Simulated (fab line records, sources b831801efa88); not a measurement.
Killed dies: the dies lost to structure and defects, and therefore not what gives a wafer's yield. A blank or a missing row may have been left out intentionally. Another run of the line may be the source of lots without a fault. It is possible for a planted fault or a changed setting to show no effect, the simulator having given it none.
Which tool was responsible? -- flow sky130 -- 24 lots with 72 wafers sampled at 5 steps, on a route of 708 steps

## WHAT THE GAUGES READ, wafer by wafer
SKY_LOCAL_INTERCONNECT_OVL_MEAS_12. Usual: LOCAL_INTERCONNECT_OVL 3 nm, standard deviation 5.4.
lot,measured,on,LOCAL_INTERCONNECT_OVL (nm),flag
L074,day 30 07:53,overlay-01,0 -2 3,
L075,day 30 16:26,overlay-01,5 -3 3,
L076,day 32 00:47,overlay-02,-1 -1 5,
L077,day 32 03:59,overlay-02,6 1 -2,
L079,day 32 06:05,overlay-01,-6 -5 1,
L080,day 32 07:04,overlay-02,14 8 10,
L078,day 32 07:05,overlay-01,-2 1 2,
L081,day 32 12:32,overlay-01,-6 -5 -6,
L082,day 32 23:44,overlay-01,3 10 8,
L083,day 33 08:26,overlay-01,10 12 12,
L085,day 33 20:32,overlay-01,4 2 3,
L084,day 33 21:32,overlay-02,7 7 8,
L086,day 34 10:07,overlay-01,0 6 8,
L089,day 35 18:35,overlay-02,5 6 5,
L087,day 35 19:29,overlay-02,4 5 0,
L088,day 35 19:50,overlay-02,6 7 1,
L090,day 35 22:29,overlay-02,7 2 0,
L092,day 36 04:38,overlay-02,-11 -8 -2,
L091,day 36 00:53,overlay-02,3 -3 1,
L093,day 36 07:13,overlay-02,1 0 4,
L094,day 36 15:47,overlay-02,8 7 5,
L095,day 37 02:41,overlay-02,11 5 16,
L096,day 37 06:55,overlay-02,-4 -2 5,
L097,day 37 12:25,overlay-02,5 2 -3,

SKY_METAL5_RS_MEAS_05: measures by four-point-probe. Usual: METAL5_ALCU_RS 0.02692 ohm/sq, standard deviation 0.00028.
lot,measured,on,METAL5_ALCU_RS (ohm/sq),flag
L074,day 42 19:04,filmMetro-04,0.02751 0.02739 0.02737,
L075,day 43 04:34,filmMetro-04,0.02717 0.02693 0.02698,
L076,day 44 04:54,filmMetro-03,0.02688 0.02679 0.02679,
L077,day 44 06:02,filmMetro-04,0.02667 0.02692 0.02698,
L079,day 44 10:17,filmMetro-04,0.02705 0.02694 0.02699,
L080,day 44 13:23,filmMetro-04,0.02719 0.02729 0.02728,
L078,day 44 10:58,filmMetro-01,0.02684 0.02657 0.02696,
L081,day 44 15:04,filmMetro-04,0.02723 0.02736 0.02736,
L082,day 45 05:12,filmMetro-04,0.02698 0.0267 0.02679,
L083,day 45 08:35,filmMetro-03,0.02718 0.02707 0.02708,
L085,day 45 15:37,filmMetro-01,0.02714 0.02719 0.0271,
L084,day 45 16:54,filmMetro-01,0.02663 0.02648 0.02643,
L086,day 46 04:56,filmMetro-04,0.02687 0.02692 0.02706,
L089,day 47 08:02,filmMetro-01,0.02646 0.02637 0.02683,
L087,day 47 09:31,filmMetro-01,0.02704 0.02692 0.02689,
L088,day 47 10:28,filmMetro-04,0.02728 0.02722 0.02727,
L090,day 47 11:02,filmMetro-04,0.02715 0.02709 0.02712,
L092,day 47 13:28,filmMetro-01,0.02681 0.0268 0.02701,
L091,day 47 11:59,filmMetro-01,0.027 0.02717 0.02684,
L093,day 47 13:14,filmMetro-04,0.02723 0.02688 0.02715,
L094,day 47 22:26,filmMetro-04,0.02669 0.0264 0.027,
L095,day 48 04:07,filmMetro-01,0.02627 0.02648 0.02622,
L096,day 48 09:35,filmMetro-01,0.02677 0.02706 0.02658,
L097,day 48 10:55,filmMetro-03,0.02697 0.02689 0.02675,

## WHICH TOOL RAN EACH LOT (tool, then ch and the chambers of the sampled wafers, then the start)
lot,SKY_POLY_CUT_STRIP_12,SKY_CONTACT_ETCH_17,SKY_VIA2_STRIP_16
L074,"plasmaAsher-02 ch 0,1, day 24 04:41","rieDiel-02 ch 0,1, day 31 13:05","plasmaAsher-02 ch 0,1, day 36 07:14"
L075,"plasmaAsher-02 ch 1, day 24 14:44","rieDiel-01 ch 0,1,3, day 31 21:43","plasmaAsher-02 ch 0,1, day 36 15:35"
L076,"plasmaAsher-01 ch 0,1, day 26 02:17","rieDiel-02 ch 0,1,2, day 33 05:34","plasmaAsher-01 ch 0,1, day 37 21:59"
L077,"plasmaAsher-02 ch 0, day 26 04:20","rieDiel-02 ch 2,3, day 33 09:23","plasmaAsher-02 ch 0, day 38 00:06"
L079,"plasmaAsher-03 ch 0,1, day 26 05:09","rieDiel-01 ch 1,2,3, day 33 10:20","plasmaAsher-01 ch 0,1, day 38 03:06"
L080,"plasmaAsher-02 ch 0,1, day 26 05:30","rieDiel-02 ch 1,2,3, day 33 11:32","plasmaAsher-02 ch 0,1, day 38 04:08"
L078,"plasmaAsher-03 ch 0,1, day 26 05:41","rieDiel-01 ch 2,3, day 33 12:22","plasmaAsher-04 ch 0,1, day 38 03:47"
L081,"plasmaAsher-03 ch 0,1, day 26 15:21","rieDiel-03 ch 1,2,3, day 33 15:59","plasmaAsher-04 ch 0,1, day 38 08:41"
L082,"plasmaAsher-01 ch 0,1, day 27 00:47","rieDiel-03 ch 2,3, day 34 03:35","plasmaAsher-01 ch 0,1, day 38 23:17"
L083,"plasmaAsher-03 ch 0,1, day 27 10:19","rieDiel-02 ch 2,3, day 34 13:18","plasmaAsher-01 ch 0,1, day 39 03:15"
L085,"plasmaAsher-02 ch 0,1, day 27 23:19","rieDiel-01 ch 0,1,3, day 35 01:48","plasmaAsher-04 ch 0,1, day 39 13:17"
L084,"plasmaAsher-01 ch 0,1, day 28 00:14","rieDiel-02 ch 0,2,3, day 35 02:32","plasmaAsher-04 ch 0,1, day 39 13:40"
L086,"plasmaAsher-02 ch 0,1, day 28 11:47","rieDiel-03 ch 0,1,3, day 35 14:28","plasmaAsher-04 ch 0,1, day 40 06:01"
L089,"plasmaAsher-02 ch 0,1, day 29 21:38","rieDiel-03 ch 0,2,3, day 36 21:16","plasmaAsher-04 ch 0,1, day 41 09:39"
L087,"plasmaAsher-02 ch 0,1, day 29 23:20","rieDiel-01 ch 0,1,2, day 36 22:25","plasmaAsher-04 ch 0,1, day 41 11:06"
L088,"plasmaAsher-03 ch 0,1, day 30 00:50","rieDiel-02 ch 0,2,3, day 36 22:41","plasmaAsher-02 ch 0,1, day 41 11:16"
L090,"plasmaAsher-02 ch 0,1, day 30 02:29","rieDiel-03 ch 0,1,3, day 37 01:32","plasmaAsher-04 ch 0,1, day 41 12:46"
L092,"plasmaAsher-01 ch 0,1, day 30 04:19","rieDiel-01 ch 1,2, day 37 07:44","plasmaAsher-02 ch 0,1, day 41 17:09"
L091,"plasmaAsher-01 ch 0,1, day 30 05:16","rieDiel-01 ch 1,2, day 37 04:32","plasmaAsher-04 ch 0,1, day 41 14:32"
L093,"plasmaAsher-02 ch 0,1, day 30 12:22","rieDiel-03 ch 0,1,3, day 37 11:04","plasmaAsher-04 ch 0,1, day 41 18:36"
L094,"plasmaAsher-01 ch 0,1, day 30 20:38","rieDiel-03 ch 1,2,3, day 37 21:12","plasmaAsher-04 ch 0,1, day 42 08:04"
L095,"plasmaAsher-03 ch 1, day 31 08:26","rieDiel-02 ch 0,2, day 38 05:57","plasmaAsher-01 ch 0,1, day 42 12:58"
L096,"plasmaAsher-03 ch 0,1, day 31 13:08","rieDiel-01 ch 0,1,2, day 38 09:35","plasmaAsher-01 ch 0,1, day 42 17:29"
L097,"plasmaAsher-02 ch 0,1, day 31 19:36","rieDiel-03 ch 1,2,3, day 38 15:47","plasmaAsher-02 ch 0,1, day 42 19:39"
- SKY_POLY_CUT_STRIP_12: strips in O2/N2.
- SKY_CONTACT_ETCH_17: etches SiO2 in C4F8/O2/Ar, stops on Si3N4, target depth 340 nm.
- SKY_VIA2_STRIP_16: strips in O2/N2.

## AS READ BY THE TOOLS THEMSELVES (means over the sampled wafers that have a number; for cases with no such wafer, the mark the record gives instead)
SKY_POLY_CUT_STRIP_12. Usual: drypumpMotorCurrentA 5.6 A, standard deviation 0.37; oesProductAu 0.452 a.u., standard deviation 0.0045; stripTimeToEndpointS 5.347 s, standard deviation 0.017.
lot,tool,drypumpMotorCurrentA (A),oesProductAu (a.u.),stripTimeToEndpointS (s),flag
L074,plasmaAsher-02,5.8,0.449,5.376,
L075,plasmaAsher-02,6.2,0.452,5.360,
L076,plasmaAsher-01,5.1,0.453,5.384,
L077,plasmaAsher-02,5.7,0.456,5.334,
L079,plasmaAsher-03,5.5,0.452,5.334,
L080,plasmaAsher-02,5.8,0.451,5.347,
L078,plasmaAsher-03,5.5,0.451,5.349,
L081,plasmaAsher-03,5.5,0.449,5.348,
L082,plasmaAsher-01,5.1,0.453,5.356,
L083,plasmaAsher-03,5.7,0.448,5.339,
L085,plasmaAsher-02,5.8,0.451,5.342,
L084,plasmaAsher-01,5.1,0.449,5.336,
L086,plasmaAsher-02,6.0,0.452,5.328,
L089,plasmaAsher-02,6.0,0.453,5.349,
L087,plasmaAsher-02,6.0,0.452,5.344,
L088,plasmaAsher-03,5.5,0.451,5.340,
L090,plasmaAsher-02,5.9,0.457,5.359,
L092,plasmaAsher-01,5.1,0.455,5.325,
L091,plasmaAsher-01,5.1,0.457,5.348,
L093,plasmaAsher-02,6.0,0.454,5.345,
L094,plasmaAsher-01,5.1,0.450,5.352,
L095,plasmaAsher-03,5.4,0.449,5.342,
L096,plasmaAsher-03,5.7,0.453,5.361,
L097,plasmaAsher-02,6.0,0.455,5.360,

SKY_CONTACT_ETCH_17. Usual: oesProductAu 0.892 a.u., standard deviation 0.0048.
lot,tool,oesProductAu (a.u.),flag
L074,rieDiel-02,0.892,
L075,rieDiel-01,0.890,
L076,rieDiel-02,0.888,
L077,rieDiel-02,0.892,
L079,rieDiel-01,0.891,
L080,rieDiel-02,0.894,
L078,rieDiel-01,0.893,
L081,rieDiel-03,0.890,
L082,rieDiel-03,0.895,
L083,rieDiel-02,0.891,
L085,rieDiel-01,0.890,
L084,rieDiel-02,0.890,
L086,rieDiel-03,0.894,
L089,rieDiel-03,0.890,
L087,rieDiel-01,0.889,
L088,rieDiel-02,0.893,
L090,rieDiel-03,0.891,
L092,rieDiel-01,0.893,
L091,rieDiel-01,0.890,
L093,rieDiel-03,0.894,
L094,rieDiel-03,0.889,
L095,rieDiel-02,0.892,
L096,rieDiel-01,0.895,
L097,rieDiel-03,0.893,

SKY_VIA2_STRIP_16. Usual: drypumpMotorCurrentA 5.6 A, standard deviation 0.33; oesProductAu 0.398 a.u., standard deviation 0.0052; stripTimeToEndpointS 4.039 s, standard deviation 0.023.
lot,tool,drypumpMotorCurrentA (A),oesProductAu (a.u.),stripTimeToEndpointS (s),flag
L074,plasmaAsher-02,5.8,0.398,4.024,
L075,plasmaAsher-02,6.0,0.399,4.035,
L076,plasmaAsher-01,5.1,0.394,4.036,
L077,plasmaAsher-02,5.7,0.398,4.027,
L079,plasmaAsher-01,5.1,0.394,4.059,
L080,plasmaAsher-02,6.0,0.400,4.029,
L078,plasmaAsher-04,5.7,0.398,4.016,
L081,plasmaAsher-04,5.6,0.395,4.044,
L082,plasmaAsher-01,5.1,0.402,4.059,
L083,plasmaAsher-01,5.1,0.401,4.040,
L085,plasmaAsher-04,5.6,0.400,4.016,
L084,plasmaAsher-04,5.6,0.395,4.002,
L086,plasmaAsher-04,5.6,0.407,4.021,
L089,plasmaAsher-04,5.7,0.401,4.054,
L087,plasmaAsher-04,5.7,0.395,4.041,
L088,plasmaAsher-02,6.0,0.396,4.041,
L090,plasmaAsher-04,5.7,0.394,4.050,
L092,plasmaAsher-02,5.8,0.399,4.055,
L091,plasmaAsher-04,5.7,0.401,4.013,
L093,plasmaAsher-04,5.7,0.397,4.073,
L094,plasmaAsher-04,5.7,0.397,4.048,
L095,plasmaAsher-01,5.1,0.400,4.052,
L096,plasmaAsher-01,5.1,0.401,4.015,
L097,plasmaAsher-02,5.8,0.396,4.050,

## THE ANSWER, worked out from the rows above alone
Rule: a lot counts as off when the mean over its wafers that have a number is more than 3 standard deviations away from the usual mean. A lot without any number at a reading at which 4 lots or more have one is off too. All remaining lots with rows at the step are treated as sound. First the gauges in route order, then the tools' own readings, where a lot's mean is used as printed above. The first step at which some lot is off is used, and at that step the reading that is off furthest; a lot without a number counts as furthest.
None of the lots is off at any reading shown; this tells nothing.

## WHAT THE SIMULATOR HAD PUT IN
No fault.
